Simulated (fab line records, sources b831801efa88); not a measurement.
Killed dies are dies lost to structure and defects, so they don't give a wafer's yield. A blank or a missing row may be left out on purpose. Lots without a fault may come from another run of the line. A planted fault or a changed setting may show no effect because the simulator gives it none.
Tool commonality check | flow gf180mcu | 12 lots, 36 wafers sampled

WHY IT WAS OPENED
At GF_HV_LDD_THK_MEAS_57 the reading HV_LDD_CVD_56_THK is flagged on 1 of 12 lots. Wafers without a fault read 89.9 nm, standard deviation 0.83.
Rule: a lot is flagged when every wafer of it that has a number lies more than 4 standard deviations from that mean, or none has a number. The other lots count as sound.

lot  | measured     | on            | HV_LDD_CVD_56_THK (nm), wafer by wafer | flag
L382 | day 13 13:47 | film_metro-02 | 89.7 90.3 90.0                         |
L384 | day 13 22:24 | film_metro-01 | 88.3 87.9 88.7                         |
L385 | day 14 01:28 | film_metro-01 | 90.0 90.3 90.8                         |
L387 | day 14 12:52 | film_metro-03 | 89.2 89.9 89.5                         |
L386 | day 14 15:34 | film_metro-01 | 87.5 88.6 88.4                         |
L389 | day 15 03:15 | film_metro-02 | 90.2 89.8 90.2                         |
L388 | day 15 12:22 | film_metro-02 | 89.8 89.2 89.4                         |
L390 | day 15 12:22 | film_metro-01 | 89.3 90.1 91.0                         |
L391 | day 15 20:05 | film_metro-03 | 89.4 90.8 90.6                         |
L392 | day 16 02:19 | film_metro-03 | 90.4 90.0 90.5                         |
L396 | day 17 08:07 | film_metro-02 | 90.0 90.9 89.4                         |
L403 | day 19 17:10 | film_metro-03 | 77.7 78.1 77.3                         | FLAGGED
The numbers of the flagged lots are 77.7 nm on average: -12.2 nm against the usual, or -15 standard deviations.

WHICH TOOL RAN EACH LOT
The record holds 1 process step before the reading, out of a route of 602 steps. In each cell: the tool, then ch and the chambers that the sampled wafers went through, then the start.
lot  | flag    | GF_HV_LDD_CVD_56
L382 |         | lpcvd-02 ch 0, day 13 10:33
L384 |         | lpcvd-01 ch 1, day 13 20:58
L385 |         | lpcvd-01 ch 0, day 14 00:02
L387 |         | lpcvd-02 ch 1, day 14 11:26
L386 |         | lpcvd-01 ch 0, day 14 14:08
L389 |         | lpcvd-02 ch 1, day 15 01:49
L388 |         | lpcvd-02 ch 1, day 15 10:56
L390 |         | lpcvd-02 ch 0, day 15 10:56
L391 |         | lpcvd-02 ch 1, day 15 18:39
L392 |         | lpcvd-02 ch 1, day 16 00:52
L396 |         | lpcvd-01 ch 0, day 17 06:41
L403 | FLAGGED | lpcvd-02 ch 0, day 19 15:43
What these steps do:
- GF_HV_LDD_CVD_56: deposits Si3N4 from DCS/NH3, target thk 90 nm, time 1543 s.
- GF_HV_LDD_THK_MEAS_57

FLAGGED OVER TOTAL, TOOL BY TOOL (the gauges that took the reading come last)
step                  | tool          | lots run | flagged | share of the flagged lots | sound lots run after its first flagged lot
GF_HV_LDD_CVD_56      | lpcvd-01      | 4        | 0       | none                      | -
GF_HV_LDD_CVD_56      | lpcvd-02      | 8        | 1       | all                       | 0
GF_HV_LDD_THK_MEAS_57 | film_metro-01 | 4        | 0       | none                      | -
GF_HV_LDD_THK_MEAS_57 | film_metro-02 | 4        | 0       | none                      | -
GF_HV_LDD_THK_MEAS_57 | film_metro-03 | 4        | 1       | all                       | 0

WHAT THE TABLE ALLOWS
2 rows of the table ran every flagged lot: lpcvd-02 at GF_HV_LDD_CVD_56, film_metro-03 at GF_HV_LDD_THK_MEAS_57.
- lpcvd-02 at GF_HV_LDD_CVD_56: 1 of its 8 lots flagged. Its last sound lot is L392 (day 16 00:52), its first flagged lot L403 (day 19 15:43): a fault that began between those two fits.
- film_metro-03 at GF_HV_LDD_THK_MEAS_57: 1 of its 4 lots flagged. Its last sound lot is L392 (day 16 02:19), its first flagged lot L403 (day 19 17:10): a fault that began between those two fits.
Counting lots can't tell these 2 tools apart, because each fits a fault that began at some hour. More lots, or a look at what each step does to the wafer, might.

WHAT THE SIMULATOR HAD PUT IN
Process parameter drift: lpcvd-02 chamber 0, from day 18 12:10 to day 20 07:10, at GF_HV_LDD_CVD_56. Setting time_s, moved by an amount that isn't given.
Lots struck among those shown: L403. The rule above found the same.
